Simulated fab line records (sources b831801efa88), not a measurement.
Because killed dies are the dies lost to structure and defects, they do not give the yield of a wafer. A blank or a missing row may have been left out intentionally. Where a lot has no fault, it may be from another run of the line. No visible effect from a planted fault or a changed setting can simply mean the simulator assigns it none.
What tool caused it? || flow gf180mcu || 12 lots, 36 wafers sampled, at 6 steps of a route of 602

WHAT THE GAUGES READ, wafer by wafer
GF_PSD_RS_MEAS_14: uses a four-point probe to measure.
{"lot": "L407", "measured": "day 14 14:40", "on": "filmMetro-01", "NSD_RS (ohm/sq)": "46.53 46.66 46.57"}
{"lot": "L409", "measured": "day 15 02:03", "on": "filmMetro-01", "NSD_RS (ohm/sq)": "46.50 46.52 46.63"}
{"lot": "L411", "measured": "day 15 22:56", "on": "filmMetro-04", "NSD_RS (ohm/sq)": "46.62 46.73 46.59"}
{"lot": "L413", "measured": "day 16 14:21", "on": "filmMetro-04", "NSD_RS (ohm/sq)": "46.70 46.72 46.73"}
{"lot": "L415", "measured": "day 17 09:47", "on": "filmMetro-04", "NSD_RS (ohm/sq)": "46.60 46.64 46.65"}
{"lot": "L417", "measured": "day 18 06:28", "on": "filmMetro-04", "NSD_RS (ohm/sq)": "46.69 46.65 46.77"}
{"lot": "L418", "measured": "day 18 15:17", "on": "filmMetro-04", "NSD_RS (ohm/sq)": "46.59 46.72 46.55"}
{"lot": "L419", "measured": "day 18 21:04", "on": "filmMetro-01", "NSD_RS (ohm/sq)": "46.54 46.57 46.45"}
{"lot": "L423", "measured": "day 20 03:25", "on": "filmMetro-02", "NSD_RS (ohm/sq)": "46.68 46.67 46.77"}
{"lot": "L426", "measured": "day 21 07:53", "on": "filmMetro-04", "NSD_RS (ohm/sq)": "39.85 39.79 39.81"}
{"lot": "L428", "measured": "day 21 21:20", "on": "filmMetro-02", "NSD_RS (ohm/sq)": "39.79 39.86 39.86"}
{"lot": "L429", "measured": "day 22 02:32", "on": "filmMetro-04", "NSD_RS (ohm/sq)": "39.89 39.92 39.94"}

GF_PSD_RS_MEAS_15: uses a four-point probe to measure.
{"lot": "L407", "measured": "day 14 14:47", "on": "filmMetro-01", "PSD_RS (ohm/sq)": "108.6 108.8 108.4"}
{"lot": "L409", "measured": "day 15 02:10", "on": "filmMetro-01", "PSD_RS (ohm/sq)": "108.5 108.5 108.5"}
{"lot": "L411", "measured": "day 15 23:03", "on": "filmMetro-04", "PSD_RS (ohm/sq)": "108.7 108.3 108.5"}
{"lot": "L413", "measured": "day 16 14:28", "on": "filmMetro-04", "PSD_RS (ohm/sq)": "108.7 109.0 109.0"}
{"lot": "L415", "measured": "day 17 09:54", "on": "filmMetro-04", "PSD_RS (ohm/sq)": "108.4 108.4 108.4"}
{"lot": "L417", "measured": "day 18 06:35", "on": "filmMetro-04", "PSD_RS (ohm/sq)": "109.3 109.2 109.4"}
{"lot": "L418", "measured": "day 18 15:25", "on": "filmMetro-04", "PSD_RS (ohm/sq)": "108.8 108.6 108.7"}
{"lot": "L419", "measured": "day 18 21:11", "on": "filmMetro-01", "PSD_RS (ohm/sq)": "108.4 108.2 108.1"}
{"lot": "L423", "measured": "day 20 03:32", "on": "filmMetro-02", "PSD_RS (ohm/sq)": "108.7 108.9 108.6"}
{"lot": "L426", "measured": "day 21 08:00", "on": "filmMetro-04", "PSD_RS (ohm/sq)": "89.5 89.6 89.6"}
{"lot": "L428", "measured": "day 21 21:28", "on": "filmMetro-02", "PSD_RS (ohm/sq)": "89.5 89.6 89.5"}
{"lot": "L429", "measured": "day 22 02:39", "on": "filmMetro-04", "PSD_RS (ohm/sq)": "89.3 89.6 89.3"}

GF_V1_BOW_MEAS_05.
{"lot": "L407", "measured": "day 17 13:03", "on": "filmMetro-02", "V1_BOW (um)": "79 94 91"}
{"lot": "L409", "measured": "day 18 02:02", "on": "filmMetro-04", "V1_BOW (um)": "82 90 72"}
{"lot": "L411", "measured": "day 19 01:47", "on": "filmMetro-03", "V1_BOW (um)": "67 66 79"}
{"lot": "L413", "measured": "day 19 17:57", "on": "filmMetro-03", "V1_BOW (um)": "83 72 87"}
{"lot": "L415", "measured": "day 20 15:16", "on": "filmMetro-04", "V1_BOW (um)": "86 93 95"}
{"lot": "L417", "measured": "day 21 10:38", "on": "filmMetro-02", "V1_BOW (um)": "74 67 72"}
{"lot": "L418", "measured": "day 21 21:11", "on": "filmMetro-03", "V1_BOW (um)": "81 92 83"}
{"lot": "L419", "measured": "day 22 02:47", "on": "filmMetro-03", "V1_BOW (um)": "97 85 83"}
{"lot": "L423", "measured": "day 23 07:04", "on": "filmMetro-02", "V1_BOW (um)": "75 76 75"}
{"lot": "L426", "measured": "day 24 09:10", "on": "filmMetro-04", "V1_BOW (um)": "94 98 92"}
{"lot": "L428", "measured": "day 24 22:45", "on": "filmMetro-03", "V1_BOW (um)": "84 91 89"}
{"lot": "L429", "measured": "day 25 03:16", "on": "filmMetro-02", "V1_BOW (um)": "96 85 80"}

GF_V1_RS_MEAS_24: uses a four-point probe to measure.
{"lot": "L407", "measured": "day 18 13:18", "on": "filmMetro-03", "V1_W_RS (ohm/sq)": "0.331 0.334 0.330"}
{"lot": "L409", "measured": "day 19 03:02", "on": "filmMetro-03", "V1_W_RS (ohm/sq)": "0.327 0.324 0.330"}
{"lot": "L411", "measured": "day 20 03:35", "on": "filmMetro-03", "V1_W_RS (ohm/sq)": "0.330 0.325 0.329"}
{"lot": "L413", "measured": "day 20 18:26", "on": "filmMetro-04", "V1_W_RS (ohm/sq)": "0.326 0.327 0.325"}
{"lot": "L415", "measured": "day 21 16:22", "on": "filmMetro-03", "V1_W_RS (ohm/sq)": "0.324 0.324 0.320"}
{"lot": "L417", "measured": "day 22 11:38", "on": "filmMetro-03", "V1_W_RS (ohm/sq)": "0.332 0.329 0.331"}
{"lot": "L418", "measured": "day 22 21:10", "on": "filmMetro-03", "V1_W_RS (ohm/sq)": "0.323 0.327 0.327"}
{"lot": "L419", "measured": "day 23 03:01", "on": "filmMetro-03", "V1_W_RS (ohm/sq)": "0.330 0.331 0.327"}
{"lot": "L423", "measured": "day 24 06:28", "on": "filmMetro-03", "V1_W_RS (ohm/sq)": "0.325 0.323 0.321"}
{"lot": "L426", "measured": "day 25 07:19", "on": "filmMetro-02", "V1_W_RS (ohm/sq)": "0.327 0.325 0.328"}
{"lot": "L428", "measured": "day 25 21:29", "on": "filmMetro-02", "V1_W_RS (ohm/sq)": "0.338 0.330 0.336"}
{"lot": "L429", "measured": "day 26 02:07", "on": "filmMetro-03", "V1_W_RS (ohm/sq)": "0.329 0.330 0.328"}

WHAT TOOL EACH LOT RAN ON (gives the tool, then ch and the chambers of the sampled wafers, and finally the start)
{"lot": "L407", "GF_NWELL_STRIP_10": "plasmaAsher-04 ch 0,1, day 3 16:16", "GF_PSD_RTA_13": "rtpAnneal-02 ch 0, day 14 14:31"}
{"lot": "L409", "GF_NWELL_STRIP_10": "plasmaAsher-02 ch 0, day 3 23:53", "GF_PSD_RTA_13": "rtpAnneal-01 ch 0, day 15 01:55"}
{"lot": "L411", "GF_NWELL_STRIP_10": "plasmaAsher-04 ch 0,1, day 4 10:51", "GF_PSD_RTA_13": "rtpAnneal-02 ch 0, day 15 22:50"}
{"lot": "L413", "GF_NWELL_STRIP_10": "plasmaAsher-04 ch 0,1, day 4 21:28", "GF_PSD_RTA_13": "rtpAnneal-02 ch 0, day 16 14:16"}
{"lot": "L415", "GF_NWELL_STRIP_10": "plasmaAsher-04 ch 0,1, day 5 07:21", "GF_PSD_RTA_13": "rtpAnneal-02 ch 0, day 17 09:41"}
{"lot": "L417", "GF_NWELL_STRIP_10": "plasmaAsher-03 ch 0, day 5 22:38", "GF_PSD_RTA_13": "rtpAnneal-02 ch 0, day 18 06:23"}
{"lot": "L418", "GF_NWELL_STRIP_10": "plasmaAsher-04 ch 0,1, day 6 02:59", "GF_PSD_RTA_13": "rtpAnneal-01 ch 0, day 18 15:12"}
{"lot": "L419", "GF_NWELL_STRIP_10": "plasmaAsher-02 ch 0,1, day 6 07:31", "GF_PSD_RTA_13": "rtpAnneal-01 ch 0, day 18 20:59"}
{"lot": "L423", "GF_NWELL_STRIP_10": "plasmaAsher-04 ch 1, day 7 04:28", "GF_PSD_RTA_13": "rtpAnneal-02 ch 0, day 20 03:19"}
{"lot": "L426", "GF_NWELL_STRIP_10": "plasmaAsher-02 ch 0, day 7 22:25", "GF_PSD_RTA_13": "rtpAnneal-02 ch 0, day 21 07:47"}
{"lot": "L428", "GF_NWELL_STRIP_10": "plasmaAsher-04 ch 0,1, day 8 06:41", "GF_PSD_RTA_13": "rtpAnneal-02 ch 0, day 21 21:15"}
{"lot": "L429", "GF_NWELL_STRIP_10": "plasmaAsher-02 ch 0,1, day 8 12:44", "GF_PSD_RTA_13": "rtpAnneal-02 ch 0, day 22 02:26"}
- GF_NWELL_STRIP_10: strips in O2/N2.
- GF_PSD_RTA_13: time 20 s.

AS READ BY THE TOOLS THEMSELVES (means over the sampled wafers that have a number; for cases with no such wafer, the mark the record gives instead)
GF_NWELL_STRIP_10.
{"lot": "L407", "tool": "plasmaAsher-04", "drypumpMotorCurrentA (A)": 5.68, "heaterPowerW (W)": 394, "oesProductAu (a.u.)": 0.725, "stripTimeToEndpointS (s)": 37.14}
{"lot": "L409", "tool": "plasmaAsher-02", "drypumpMotorCurrentA (A)": 5.41, "heaterPowerW (W)": 366, "oesProductAu (a.u.)": 0.720, "stripTimeToEndpointS (s)": 37.08}
{"lot": "L411", "tool": "plasmaAsher-04", "drypumpMotorCurrentA (A)": 5.64, "heaterPowerW (W)": 382, "oesProductAu (a.u.)": 0.719, "stripTimeToEndpointS (s)": 37.08}
{"lot": "L413", "tool": "plasmaAsher-04", "drypumpMotorCurrentA (A)": 5.66, "heaterPowerW (W)": 395, "oesProductAu (a.u.)": 0.727, "stripTimeToEndpointS (s)": 37.02}
{"lot": "L415", "tool": "plasmaAsher-04", "drypumpMotorCurrentA (A)": 5.68, "heaterPowerW (W)": 388, "oesProductAu (a.u.)": 0.722, "stripTimeToEndpointS (s)": 37.12}
{"lot": "L417", "tool": "plasmaAsher-03", "drypumpMotorCurrentA (A)": 5.58, "heaterPowerW (W)": 369, "oesProductAu (a.u.)": 0.726, "stripTimeToEndpointS (s)": 36.93}
{"lot": "L418", "tool": "plasmaAsher-04", "drypumpMotorCurrentA (A)": 5.63, "heaterPowerW (W)": 379, "oesProductAu (a.u.)": 0.726, "stripTimeToEndpointS (s)": 37.10}
{"lot": "L419", "tool": "plasmaAsher-02", "drypumpMotorCurrentA (A)": 5.87, "heaterPowerW (W)": 350, "oesProductAu (a.u.)": 0.723, "stripTimeToEndpointS (s)": 37.05}
{"lot": "L423", "tool": "plasmaAsher-04", "drypumpMotorCurrentA (A)": 5.60, "heaterPowerW (W)": 361, "oesProductAu (a.u.)": 0.721, "stripTimeToEndpointS (s)": 37.19}
{"lot": "L426", "tool": "plasmaAsher-02", "drypumpMotorCurrentA (A)": 5.41, "heaterPowerW (W)": 364, "oesProductAu (a.u.)": 0.723, "stripTimeToEndpointS (s)": 36.88}
{"lot": "L428", "tool": "plasmaAsher-04", "drypumpMotorCurrentA (A)": 5.63, "heaterPowerW (W)": 375, "oesProductAu (a.u.)": 0.723, "stripTimeToEndpointS (s)": 37.04}
{"lot": "L429", "tool": "plasmaAsher-02", "drypumpMotorCurrentA (A)": 5.62, "heaterPowerW (W)": 357, "oesProductAu (a.u.)": 0.721, "stripTimeToEndpointS (s)": 36.86}

GF_PSD_RTA_13.
{"lot": "L407", "tool": "rtpAnneal-02", "lampPowerPct (%)": 36.5, "wafer_temp_C_max": 1029.2}
{"lot": "L409", "tool": "rtpAnneal-01", "lampPowerPct (%)": 37.7, "wafer_temp_C_max": 1028.2}
{"lot": "L411", "tool": "rtpAnneal-02", "lampPowerPct (%)": 36.5, "wafer_temp_C_max": 1029.1}
{"lot": "L413", "tool": "rtpAnneal-02", "lampPowerPct (%)": 36.4, "wafer_temp_C_max": 1027.1}
{"lot": "L415", "tool": "rtpAnneal-02", "lampPowerPct (%)": 36.5, "wafer_temp_C_max": 1028.5}
{"lot": "L417", "tool": "rtpAnneal-02", "lampPowerPct (%)": 36.5, "wafer_temp_C_max": 1028.2}
{"lot": "L418", "tool": "rtpAnneal-01", "lampPowerPct (%)": 37.8, "wafer_temp_C_max": 1028.7}
{"lot": "L419", "tool": "rtpAnneal-01", "lampPowerPct (%)": 37.8, "wafer_temp_C_max": 1028.9}
{"lot": "L423", "tool": "rtpAnneal-02", "lampPowerPct (%)": 36.5, "wafer_temp_C_max": 1028.0}
{"lot": "L426", "tool": "rtpAnneal-02", "lampPowerPct (%)": 41.0, "wafer_temp_C_max": 1074.2}
{"lot": "L428", "tool": "rtpAnneal-02", "lampPowerPct (%)": 41.0, "wafer_temp_C_max": 1074.0}
{"lot": "L429", "tool": "rtpAnneal-02", "lampPowerPct (%)": 41.1, "wafer_temp_C_max": 1074.3}

THE ANSWER, worked out from the rows above alone
Rule: usual is defined by the lots themselves. The widest of any qualifying gaps counts: lots, ordered by their means at a reading, are off when they make up no more than a third of the lots, leave a main group of 4 or more, and stand apart from it by 3 or more times the standard deviation of that group's means. A main group whose means are all the same, to the digits that the tables above print for the reading, isn't used. A lot without any number at a reading at which 4 lots or more have one is off too. All remaining lots with rows at the step are treated as sound. First the gauges in route order, then the tools' own readings, where a lot's mean is used as printed above. At the first step where some lot is off, the reading lying furthest off is the one used; lots without a number count as furthest.
Off: L426, L428, L429, seen at GF_PSD_RS_MEAS_14 (NSD_RS). Mean 46.63 ohm/sq and standard deviation 0.066 in the main group.
A tool fits if, at a process step before that reading, it ran every lot that is off, and no sound lot after the first of them. Not tried: the gauges at GF_PSD_RS_MEAS_14; whatever is off there is also off at GF_PSD_RTA_13, on other tools, and gauge error can't account for it. One candidate fits, namely rtpAnneal-02 at GF_PSD_RTA_13. A fault onset in the window from L423 (day 20 03:19, its last sound lot) to L426 (day 21 07:47, its first lot off) fits.
The tool's own readings at GF_PSD_RTA_13 bear it out: on the lots that are off they differ by more than 5 times the standard deviation of the sound lots' means. lampPowerPct reads 41.0 % there against 36.9 % on the sound lots; wafer_temp_C_max reads 1074.2 there against 1028.4 on the sound lots.

WHAT THE SIMULATOR HAD PUT IN
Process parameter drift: rtpAnneal-02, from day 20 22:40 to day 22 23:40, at GF_PSD_RTA_13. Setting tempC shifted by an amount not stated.
Struck lots among those shown: L426, L428, L429. The same result came from the rule above.
